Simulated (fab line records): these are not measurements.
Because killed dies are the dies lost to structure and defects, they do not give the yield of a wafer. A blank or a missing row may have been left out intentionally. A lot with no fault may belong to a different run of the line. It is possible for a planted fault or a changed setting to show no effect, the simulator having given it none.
fab line records	flow sky130
record: lots: 24	wafers: 72	last-day: 50
route steps=708 shown VT_ADJUST_HVTR@138 LDD_N@254 SD_P@331 CONTACT@406 METAL4@631
lots untouched by any fault: they come from a run of this same line in which no faults occurred
start-h: hours from the record's first day to the start of the lot's first wafer shown	wait-h: hours since the lot's step before	" repeats the value in the row above	L1.1+2: a single row standing in for several wafers	- no value, or no start was given	* or withheld: withheld	< > ~ a bound
route shown NAME@n: a module of which the file shows steps, and the number in the route of the first	usual: mean/standard deviation taken from wafers without a fault	same: alike in all rows	chamber/n: place in a boat	sites: per-site readings	_std_site: how widely they spread, as a standard deviation	_edge_site: inner sites' mean taken away from outer sites' mean	radius-mm: how far each site lies from the wafer's centre	mask NAME#n: copy n	behind: the last tool/chamber to shape the wafer	hold: reason for holding the lot/hours on hold/outcome of the hold	device: the transistor (n, p or np) that didn't switch	end of line: the tests these same wafers got at the end of their route	a step with no rows: only its recipe	killed: not the wafer's yield, but the dies lost to structure and defects at the first sort	map: shows each die of a wafer: x if killed, . if not, _ if none is there
set.NAME: the setting the step ran with; set.NAME@STEP: the setting that earlier step ran with	model.NAME: the simulator's own value behind a step, which no gauge read
route steps across a sampled set of lots; one table per step, one row per wafer
services: when a tool's chamber went out of use (start-h, in hours from the record's first day, below 0 if earlier), for how many hours, and the reason
== steps ==
step: SKY_VT_ADJUST_HVTR_CD_MEAS_07
recipe: target-cd-nm: 380
usual: cd-nm: 379.2/2.5
lot.wafer	tool	chamber	start-h	wait-h	cd-nm
L074.1	cd-sem-02	-	204.21	0.1	374.0
L074.2	"	-	"	"	377.2
L074.5	"	-	"	"	378.2
L075.1	cd-sem-02	-	212.51	0.1	379.8
L075.2	"	-	"	"	376.8
L075.4	"	-	"	"	377.2
L076.3	cd-sem-02	-	220.75	0.1	377.8
L076.5	"	-	"	"	378.6
L076.6	"	-	"	"	377.3
L077.1	cd-sem-02	-	227.71	0.1	377.8
L077.4	"	-	"	"	380.6
L077.5	"	-	"	"	379.9
L078.2	cd-sem-02	-	235.61	0.1	378.8
L078.3	"	-	"	"	383.2
L078.5	"	-	"	"	382.0
L079.2	cd-sem-02	-	237.71	0.1	380.7
L079.4	"	-	"	"	381.2
L079.6	"	-	"	"	379.5
L080.1	cd-sem-02	-	249.69	0.1	379.0
L080.2	"	-	"	"	379.5
L080.4	"	-	"	"	379.8
L081.4	cd-sem-02	-	256.78	0.1	379.7
L081.5	"	-	"	"	380.5
L081.6	"	-	"	"	378.7
L082.1	cd-sem-02	-	260.39	0.1	378.0
L082.2	"	-	"	"	379.2
L082.6	"	-	"	"	378.5
L083.2	cd-sem-01	-	265.01	0.1	377.3
L083.3	"	-	"	"	378.2
L083.5	"	-	"	"	377.8
L084.2	cd-sem-01	-	275.06	0.1	378.5
L084.4	"	-	"	"	375.3
L084.6	"	-	"	"	380.0
L085.3	cd-sem-02	-	285.41	0.1	383.2
L085.4	"	-	"	"	386.4
L085.6	"	-	"	"	384.7
L086.1	cd-sem-01	-	288.09	0.1	378.7
L086.4	"	-	"	"	379.9
L086.5	"	-	"	"	378.2
L087.2	cd-sem-02	-	296.61	0.1	379.3
L087.3	"	-	"	"	375.4
L087.5	"	-	"	"	376.8
L088.1	cd-sem-02	-	307.61	0.1	375.1
L088.3	"	-	"	"	379.2
L088.4	"	-	"	"	378.7
L089.2	cd-sem-02	-	317.66	0.1	381.9
L089.3	"	-	"	"	381.8
L089.4	"	-	"	"	383.6
L090.2	cd-sem-01	-	326.26	0.1	378.0
L090.4	"	-	"	"	376.2
L090.6	"	-	"	"	377.5
L091.1	cd-sem-01	-	326.54	0.1	382.7
L091.3	"	-	"	"	381.6
L091.4	"	-	"	"	381.6
L092.1	cd-sem-02	-	330.07	0.1	376.3
L092.4	"	-	"	"	380.2
L092.5	"	-	"	"	377.7
L093.1	cd-sem-02	-	342.36	0.1	384.0
L093.2	"	-	"	"	383.5
L093.4	"	-	"	"	383.6
L094.1	cd-sem-01	-	352.97	0.1	376.1
L094.4	"	-	"	"	375.3
L094.5	"	-	"	"	376.8
L095.2	cd-sem-01	-	362.23	0.1	382.0
L095.3	"	-	"	"	379.6
L095.4	"	-	"	"	382.2
L096.1	cd-sem-02	-	370.19	0.1	378.3
L096.2	"	-	"	"	379.9
L096.4	"	-	"	"	377.1
L097.1	cd-sem-01	-	379.24	0.1	380.0
L097.4	"	-	"	"	379.2
L097.6	"	-	"	"	379.7
step: SKY_LDD_N_TW_MEAS_17
usual: LDD_N_TW: 2597/25
lot.wafer	tool	chamber	start-h	wait-h	LDD_N_TW
L074.1	film-metro-03	-	400.62	0.1	2556
L074.2	"	-	"	"	2566
L074.5	"	-	"	"	2564
L075.1	film-metro-04	-	414.22	0.1	2617
L075.2	"	-	"	"	2620
L075.4	"	-	"	"	2624
L076.3	film-metro-04	-	420.69	0.1	2613
L076.5	"	-	"	"	2624
L076.6	"	-	"	"	2628
L077.1	film-metro-01	-	434.37	0.1	2592
L077.4	"	-	"	"	2575
L077.5	"	-	"	"	2572
L078.2	film-metro-03	-	442.03	0.1	2580
L078.3	"	-	"	"	2577
L078.5	"	-	"	"	2576
L079.2	film-metro-01	-	450.68	0.1	2574
L079.4	"	-	"	"	2579
L079.6	"	-	"	"	2578
L080.1	film-metro-01	-	461.97	0.1	2595
L080.2	"	-	"	"	2587
L080.4	"	-	"	"	2593
L081.4	film-metro-04	-	471.00	0.1	2629
L081.5	"	-	"	"	2630
L081.6	"	-	"	"	2625
L082.1	film-metro-03	-	475.17	0.1	2570
L082.2	"	-	"	"	2557
L082.6	"	-	"	"	2573
L083.2	film-metro-01	-	479.62	0.1	2579
L083.3	"	-	"	"	2585
L083.5	"	-	"	"	2588
L084.2	film-metro-03	-	493.63	0.1	2583
L084.4	"	-	"	"	2588
L084.6	"	-	"	"	2570
L085.3	film-metro-04	-	506.38	0.1	2614
L085.4	"	-	"	"	2630
L085.6	"	-	"	"	2630
L086.1	film-metro-04	-	507.96	0.1	2621
L086.4	"	-	"	"	2621
L086.5	"	-	"	"	2616
L087.2	film-metro-04	-	515.32	0.1	2615
L087.3	"	-	"	"	2618
L087.5	"	-	"	"	2631
L088.1	film-metro-01	-	531.32	0.1	2570
L088.3	"	-	"	"	2575
L088.4	"	-	"	"	2580
L089.2	film-metro-01	-	539.48	0.1	2578
L089.3	"	-	"	"	2569
L089.4	"	-	"	"	2578
L090.2	film-metro-01	-	550.73	0.1	2574
L090.4	"	-	"	"	2594
L090.6	"	-	"	"	2585
L091.1	film-metro-01	-	552.26	0.1	2592
L091.3	"	-	"	"	2590
L091.4	"	-	"	"	2589
L092.1	film-metro-03	-	555.86	0.1	2572
L092.4	"	-	"	"	2577
L092.5	"	-	"	"	2596
L093.1	film-metro-04	-	568.11	0.1	2641
L093.2	"	-	"	"	2636
L093.4	"	-	"	"	2643
L094.1	film-metro-04	-	579.07	0.1	2629
L094.4	"	-	"	"	2638
L094.5	"	-	"	"	2625
L095.2	film-metro-04	-	590.93	0.1	2647
L095.3	"	-	"	"	2633
L095.4	"	-	"	"	2649
L096.1	film-metro-01	-	595.46	0.1	2580
L096.2	"	-	"	"	2568
L096.4	"	-	"	"	2590
L097.1	film-metro-01	-	608.86	0.1	2584
L097.4	"	-	"	"	2589
L097.6	"	-	"	"	2591
step: SKY_SD_P_TW_MEAS_11
usual: SD_P_TW: 2822/46
lot.wafer	tool	chamber	start-h	wait-h	SD_P_TW
L074.1	film-metro-04	-	586.08	0.1	2870
L074.2	"	-	"	"	2879
L074.5	"	-	"	"	2884
L075.1	film-metro-04	-	598.67	0.1	2872
L075.2	"	-	"	"	2880
L075.4	"	-	"	"	2881
L076.3	film-metro-02	-	605.45	0.1	2767
L076.5	"	-	"	"	2772
L076.6	"	-	"	"	2765
L077.1	film-metro-02	-	622.28	0.1	2770
L077.4	"	-	"	"	2767
L077.5	"	-	"	"	2761
L078.2	film-metro-04	-	625.04	0.1	2875
L078.3	"	-	"	"	2865
L078.5	"	-	"	"	2871
L079.2	film-metro-04	-	633.59	0.1	2897
L079.4	"	-	"	"	2884
L079.6	"	-	"	"	2881
L080.1	film-metro-02	-	643.62	0.1	2779
L080.2	"	-	"	"	2773
L080.4	"	-	"	"	2787
L081.4	film-metro-02	-	652.30	0.1	2793
L081.5	"	-	"	"	2787
L081.6	"	-	"	"	2795
L082.1	film-metro-04	-	655.38	0.1	2912
L082.2	"	-	"	"	2860
L082.6	"	-	"	"	2881
L083.2	film-metro-01	-	661.74	0.1	2827
L083.3	"	-	"	"	2814
L083.5	"	-	"	"	2820
L084.2	film-metro-02	-	673.33	0.1	2780
L084.4	"	-	"	"	2775
L084.6	"	-	"	"	2779
L085.3	film-metro-02	-	686.35	0.1	2775
L085.4	"	-	"	"	2772
L085.6	"	-	"	"	2758
L086.1	film-metro-01	-	688.07	0.1	2828
L086.4	"	-	"	"	2830
L086.5	"	-	"	"	2825
L087.2	film-metro-02	-	694.99	0.1	2787
L087.3	"	-	"	"	2779
L087.5	"	-	"	"	2783
L088.1	film-metro-01	-	710.12	0.1	2827
L088.3	"	-	"	"	2838
L088.4	"	-	"	"	2823
L089.2	film-metro-02	-	715.38	0.1	2775
L089.3	"	-	"	"	2779
L089.4	"	-	"	"	2792
L090.2	film-metro-02	-	727.03	0.1	2783
L090.4	"	-	"	"	2786
L090.6	"	-	"	"	2797
L091.1	film-metro-02	-	728.78	0.1	2797
L091.3	"	-	"	"	2780
L091.4	"	-	"	"	2798
L092.1	film-metro-04	-	730.83	0.1	2883
L092.4	"	-	"	"	2875
L092.5	"	-	"	"	2869
L093.1	film-metro-04	-	742.81	0.1	2879
L093.2	"	-	"	"	2873
L093.4	"	-	"	"	2872
L094.1	film-metro-01	-	753.00	0.1	2813
L094.4	"	-	"	"	2804
L094.5	"	-	"	"	2814
L095.2	film-metro-02	-	763.53	0.1	2777
L095.3	"	-	"	"	2781
L095.4	"	-	"	"	2778
L096.1	film-metro-04	-	768.87	0.1	2886
L096.2	"	-	"	"	2892
L096.4	"	-	"	"	2895
L097.1	film-metro-01	-	782.62	0.1	2836
L097.4	"	-	"	"	2847
L097.6	"	-	"	"	2841
step: SKY_CONTACT_CVD_00
recipe: material: Si3N4	target-thk-nm: 75	temp-c: 400	time-s: withheld	rf-w: 450
usual: heater-power-w: 735/88
lot.wafer	tool	chamber	start-h	wait-h	heater-power-w
L074.1	pecvd-03	2	705.85	0.0	614
L074.2	"	0	"	"	735
L074.5	"	0	"	"	729
L075.1	pecvd-03	1	717.08	0.0	582
L075.2	"	2	"	"	622
L075.4	"	1	"	"	588
L076.3	pecvd-03	0	725.38	0.0	685
L076.5	"	0	"	"	688
L076.6	"	1	"	"	679
L077.1	pecvd-03	0	740.29	0.0	732
L077.4	"	0	"	"	750
L077.5	"	2	"	"	676
L078.2	pecvd-02	1	742.18	0.0	730
L078.3	"	0	"	"	820
L078.5	"	2	"	"	858
L079.2	pecvd-01	2	749.63	0.0	890
L079.4	"	0	"	"	860
L079.6	"	1	"	"	752
L080.1	pecvd-01	0	759.83	0.0	889
L080.2	"	2	"	"	754
L080.4	"	1	"	"	858
L081.4	pecvd-03	2	767.15	0.0	644
L081.5	"	0	"	"	762
L081.6	"	1	"	"	572
L082.1	pecvd-01	0	770.58	0.0	846
L082.2	"	1	"	"	672
L082.6	"	1	"	"	660
L083.2	pecvd-01	1	779.48	0.0	676
L083.3	"	0	"	"	781
L083.5	"	1	"	"	683
L084.2	pecvd-01	2	787.52	0.0	763
L084.4	"	1	"	"	776
L084.6	"	0	"	"	828
L085.3	pecvd-03	0	800.37	0.0	778
L085.4	"	2	"	"	614
L085.6	"	1	"	"	657
L086.1	pecvd-01	1	801.74	0.0	777
L086.4	"	1	"	"	799
L086.5	"	2	"	"	871
L087.2	pecvd-02	0	807.89	0.0	783
L087.3	"	1	"	"	803
L087.5	"	1	"	"	803
L088.1	pecvd-03	1	821.49	0.0	658
L088.3	"	2	"	"	690
L088.4	"	0	"	"	760
L089.2	pecvd-02	2	828.12	0.0	823
L089.3	"	1	"	"	775
L089.4	"	0	"	"	743
L090.2	pecvd-03	1	837.83	0.0	577
L090.4	"	2	"	"	571
L090.6	"	0	"	"	727
L091.1	pecvd-01	0	840.57	0.0	907
L091.3	"	2	"	"	837
L091.4	"	2	"	"	821
L092.1	pecvd-02	1	841.30	0.0	710
L092.4	"	1	"	"	702
L092.5	"	2	"	"	782
L093.1	pecvd-03	2	853.12	0.0	648
L093.2	"	1	"	"	659
L093.4	"	2	"	"	659
L094.1	pecvd-02	0	860.33	0.0	735
L094.4	"	0	"	"	750
L094.5	"	0	"	"	721
L095.2	pecvd-03	0	872.29	0.0	721
L095.3	"	2	"	"	635
L095.4	"	1	"	"	693
L096.1	pecvd-01	0	875.38	0.0	754
L096.2	"	1	"	"	793
L096.4	"	2	"	"	806
L097.1	pecvd-03	1	890.50	0.0	617
L097.4	"	2	"	"	646
L097.6	"	1	"	"	609
step: SKY_CONTACT_THK_MEAS_01
recipe: reads: Si3N4_of_CONTACT_CVD_00
usual: CONTACT_CVD_00_THK: 74.6/0.98
lot.wafer	tool	chamber	start-h	wait-h	CONTACT_CVD_00_THK[nm]
L074.1	film-metro-03	-	705.89	-	74.7
L074.2	"	-	"	"	75.5
L074.5	"	-	"	"	75.3
L075.1	film-metro-01	-	717.11	-	74.6
L075.2	"	-	"	"	74.3
L075.4	"	-	"	"	76.0
L076.3	film-metro-04	-	725.44	-	75.9
L076.5	"	-	"	"	76.3
L076.6	"	-	"	"	76.4
L077.1	film-metro-01	-	740.32	-	75.3
L077.4	"	-	"	"	75.4
L077.5	"	-	"	"	74.6
L078.2	film-metro-03	-	742.22	-	75.5
L078.3	"	-	"	"	74.6
L078.5	"	-	"	"	74.8
L079.2	film-metro-03	-	749.68	-	73.9
L079.4	"	-	"	"	75.2
L079.6	"	-	"	"	74.3
L080.1	film-metro-01	-	759.86	-	74.6
L080.2	"	-	"	"	73.5
L080.4	"	-	"	"	74.7
L081.4	film-metro-03	-	767.20	-	76.1
L081.5	"	-	"	"	76.6
L081.6	"	-	"	"	76.8
L082.1	film-metro-04	-	770.61	-	73.7
L082.2	"	-	"	"	73.3
L082.6	"	-	"	"	74.5
L083.2	film-metro-03	-	779.52	-	74.2
L083.3	"	-	"	"	73.4
L083.5	"	-	"	"	74.3
L084.2	film-metro-04	-	787.56	-	73.0
L084.4	"	-	"	"	73.9
L084.6	"	-	"	"	75.0
L085.3	film-metro-04	-	800.42	-	75.9
L085.4	"	-	"	"	75.6
L085.6	"	-	"	"	76.4
L086.1	film-metro-03	-	801.78	-	74.2
L086.4	"	-	"	"	74.9
L086.5	"	-	"	"	73.5
L087.2	film-metro-01	-	807.93	-	73.2
L087.3	"	-	"	"	74.3
L087.5	"	-	"	"	75.8
L088.1	film-metro-03	-	821.52	-	73.2
L088.3	"	-	"	"	74.7
L088.4	"	-	"	"	76.3
L089.2	film-metro-04	-	828.16	-	72.3
L089.3	"	-	"	"	74.4
L089.4	"	-	"	"	75.3
L090.2	film-metro-03	-	837.87	-	74.8
L090.4	"	-	"	"	75.0
L090.6	"	-	"	"	74.8
L091.1	film-metro-03	-	840.61	-	74.1
L091.3	"	-	"	"	73.0
L091.4	"	-	"	"	74.3
L092.1	film-metro-01	-	841.34	-	74.7
L092.4	"	-	"	"	76.6
L092.5	"	-	"	"	74.5
L093.1	film-metro-03	-	853.15	-	73.5
L093.2	"	-	"	"	73.8
L093.4	"	-	"	"	74.8
L094.1	film-metro-03	-	860.38	-	74.7
L094.4	"	-	"	"	75.7
L094.5	"	-	"	"	75.8
L095.2	film-metro-01	-	872.33	-	74.4
L095.3	"	-	"	"	74.4
L095.4	"	-	"	"	75.1
L096.1	film-metro-01	-	875.42	-	73.6
L096.2	"	-	"	"	73.2
L096.4	"	-	"	"	74.5
L097.1	film-metro-03	-	890.54	-	73.9
L097.4	"	-	"	"	75.0
L097.6	"	-	"	"	75.1
step: SKY_METAL4_DESCUM_15
recipe: chemistry: O2	source-power-w: 150	bias-power-w: 0	pressure-mtorr: 10	temp-c: 40	time-s: 8
usual: drypump-motor-current-A: 5.8/0.42	oes-product-au: 1.005/0.0091
lot.wafer	tool	chamber	start-h	wait-h	drypump-motor-current-A	oes-product-au	rf-hours-counter-h
L074.1	rie-metal-02	1	978.15	0.0	6.5	1.009	1
L074.2	"	0	"	"	5.8	0.999	8
L074.5	"	0	"	"	5.8	1.006	-
L075.1	rie-metal-02	1	987.30	0.0	6.6	1.001	2
L075.2	"	0	"	"	5.8	1.001	8
L075.4	"	0	"	"	5.8	1.002	-
L076.3	rie-metal-04	0	995.56	0.0	5.8	1.008	-
L076.5	"	1	"	"	5.4	1.000	-
L076.6	"	0	"	"	5.8	1.009	-
L077.1	rie-metal-03	0	1006.33	0.0	5.8	0.996	9
L077.4	"	0	"	"	5.8	0.996	-
L077.5	"	0	"	"	5.8	1.003	-
L078.2	rie-metal-04	1	1006.68	0.0	5.4	1.010	8
L078.3	"	0	"	"	5.8	1.012	-
L078.5	"	0	"	"	5.8	1.010	-
L079.2	rie-metal-02	1	1017.05	0.0	6.5	1.008	4
L079.4	"	1	"	"	6.6	1.009	-
L079.6	"	1	"	"	6.5	1.016	-
L080.1	rie-metal-04	1	1026.09	0.0	5.4	1.016	9
L080.2	"	0	"	"	5.8	1.008	6
L080.4	"	1	"	"	5.4	0.995	-
L081.4	rie-metal-02	1	1030.00	0.0	6.5	1.013	-
L081.5	"	0	"	"	5.8	1.001	-
L081.6	"	1	"	"	6.6	1.012	-
L082.1	rie-metal-04	1	1031.69	0.0	5.4	0.995	10
L082.2	"	0	"	"	5.8	1.005	7
L082.6	"	0	"	"	5.8	0.998	-
L083.2	rie-metal-02	0	1042.04	0.0	5.8	1.004	12
L083.3	"	1	"	"	6.5	1.014	-
L083.5	"	1	"	"	6.5	1.004	-
L084.2	rie-metal-04	1	1049.43	0.0	5.4	1.002	11
L084.4	"	1	"	"	5.3	1.010	-
L084.6	"	0	"	"	5.8	1.008	-
L085.3	rie-metal-04	0	1058.94	0.0	5.8	1.022	-
L085.4	"	1	"	"	5.4	1.003	-
L085.6	"	0	"	"	5.8	1.013	-
L086.1	rie-metal-03	0	1061.03	0.0	5.8	0.992	13
L086.4	"	0	"	"	5.8	1.008	-
L086.5	"	0	"	"	5.7	0.999	-
L087.2	rie-metal-02	1	1064.69	0.0	6.6	1.009	7
L087.3	"	1	"	"	6.5	0.999	-
L087.5	"	0	"	"	5.8	1.011	-
L088.1	rie-metal-03	1	1077.19	0.0	5.1	0.984	1
L088.3	"	0	"	"	5.8	1.004	-
L088.4	"	1	"	"	5.1	0.981	-
L089.2	rie-metal-04	1	1079.94	0.0	5.4	1.001	13
L089.3	"	1	"	"	5.4	1.007	-
L089.4	"	0	"	"	5.8	1.007	-
L090.2	rie-metal-04	0	1089.18	0.0	5.8	1.009	10
L090.4	"	0	"	"	5.8	1.009	-
L090.6	"	0	"	"	5.8	1.007	-
L091.1	rie-metal-02	0	1093.39	0.0	5.8	1.008	15
L091.3	"	1	"	"	6.6	1.019	-
L091.4	"	0	"	"	5.8	1.017	-
L092.1	rie-metal-04	1	1093.85	0.0	5.4	1.014	14
L092.4	"	1	"	"	5.4	1.004	-
L092.5	"	0	"	"	5.8	1.011	-
L093.1	rie-metal-02	0	1101.88	0.0	5.8	1.002	16
L093.2	"	1	"	"	6.5	1.019	10
L093.4	"	0	"	"	5.8	1.016	-
L094.1	rie-metal-04	0	1107.65	0.0	5.8	1.003	11
L094.4	"	0	"	"	5.8	1.015	-
L094.5	"	0	"	"	5.8	1.009	-
L095.2	rie-metal-02	0	1118.19	0.0	5.8	1.004	17
L095.3	"	0	"	"	5.8	1.011	-
L095.4	"	1	"	"	6.6	1.017	-
L096.1	rie-metal-04	0	1119.85	0.0	5.9	1.012	12
L096.2	"	1	"	"	5.4	0.995	15
L096.4	"	0	"	"	5.8	1.005	-
L097.1	rie-metal-03	1	1131.99	0.0	5.1	0.985	5
L097.4	"	0	"	"	5.8	0.999	-
L097.6	"	1	"	"	5.1	0.975	-
== services ==
tool	chamber	start-h	hours	kind
rie-metal-04	-	700.49	0.8	repair
pecvd-01	2	772.82	4.7	repair
rie-metal-04	1	776.72	88.2	repair
rie-metal-02	-	785.29	1.4	pm
rie-metal-02	-	788.63	0.6	repair
rie-metal-03	-	799.87	1.1	repair
pecvd-03	-	810.75	4.3	pm
pecvd-02	2	857.35	4.4	repair
pecvd-01	-	878.38	0.7	repair
pecvd-02	1	888.73	17.3	repair
rie-metal-04	-	904.11	0.2	repair
pecvd-03	-	923.89	0.7	repair
rie-metal-04	-	928.18	2.5	repair
pecvd-01	-	941.77	0.7	repair
rie-metal-04	-	980.25	7.6	repair
pecvd-02	0	983.71	7.7	repair
rie-metal-02	-	1019.13	0.2	repair
pecvd-01	2	1036.21	8.3	repair
pecvd-01	-	1056.18	0.5	repair
rie-metal-04	-	1059.47	2.4	repair
pecvd-01	-	1070.27	14.6	pm
pecvd-03	-	1075.04	2.3	repair
pecvd-03	-	1104.41	14.6	pm
pecvd-02	-	1117.63	2.8	pm
== key ==
fault none
